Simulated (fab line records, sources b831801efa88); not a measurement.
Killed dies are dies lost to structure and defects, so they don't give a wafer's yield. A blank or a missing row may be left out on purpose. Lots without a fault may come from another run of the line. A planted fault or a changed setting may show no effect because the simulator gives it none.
A struck lot beside a sound one | flow gf180mcu | 14 steps out of a route of 602
Sound: wafers L246.4, L246.5, L246.6. Struck: wafers L238.4, L238.5, L238.6. The cause comes at the end.
At each step with rows: each side's tool, then ch and its chambers, then its first start. Under that, the readings that differ: sound wafers | struck wafers | difference of the means | sigmas: that difference in standard deviations of wafers without a fault.
alike: readings whose means differ by less than 2 such deviations, and words and numbers that are the same on both sides. not compared: withheld readings, readings that some wafer has no value for, bounds like >300 that may hide the same value, and numbers for which the record gives no deviation and whose values overlap.
The two part at a step that has a row with sigmas, a row that says differs or no value, or rows on one side only. Numbers that don't overlap but have no deviation are shown without sigmas and don't part them. A reading that every wafer of one side lacks parts them only if that side has two wafers or more.

first, 1 step without rows for these wafers: GF_V4_CVD_00 (deposits SiO2, target thk 600 nm, time 100 s).
GF_V4_THK_MEAS_01:
  sound on film_metro-04, day 29 21:11; struck on film_metro-04, day 27 17:17
  alike: V4_CVD_00_THK
GF_V4_CVD_02: deposits SiO2 from TEOS, target thk 850 nm, time 94.851 s.
  sound on pecvd-01 ch 0,1,2, day 29 21:14; struck on pecvd-03 ch 0,1,2, day 27 17:20
  alike: heater_power_w
GF_V4_THK_MEAS_03:
  sound on film_metro-02, day 29 21:19; struck on film_metro-01, day 27 17:25
  alike: V4_CVD_02_THK
GF_V4_CMP_04: polishes SiO2.
  sound on cmp-02 ch 0,1,2, day 29 21:26; struck on cmp-01 ch 1,2, day 27 17:44
  alike: motor_current_A, time_to_endpoint_s
GF_V4_BOW_MEAS_05:
  sound on film_metro-04, day 29 21:42; struck on film_metro-02, day 27 18:02
  alike: V4_BOW
then, 6 steps without rows for these wafers: GF_V4_DEHYDRATE_06 (time 60 s); GF_V4_HMDS_07 (prime time 60 s); GF_V4_COAT_08; GF_V4_COAT_09 (resist thk 1000 nm); GF_V4_SOFTBAKE_10 (time 60 s); GF_V4_EXPOSE_11 (exposes mask Via4, target cd 260 nm).
GF_V4_PEB_12: peb time 90 s.
  sound on litho_track-02 ch 0, day 30 15:49; struck on litho_track-02, day 28 13:25
  no value came back on the struck wafers for chill_plate_temp_C (C), exhaust_pa (Pa), peb_time_s (s); on the sound wafers chill_plate_temp_C (C) reads 23.03 22.99 22.99
then, 1 step without rows for these wafers: GF_V4_DEVELOP_13 (develop time 60 s).

WHERE THEY PART
Only at GF_V4_PEB_12, within this record.

WHY: what the simulator had put in
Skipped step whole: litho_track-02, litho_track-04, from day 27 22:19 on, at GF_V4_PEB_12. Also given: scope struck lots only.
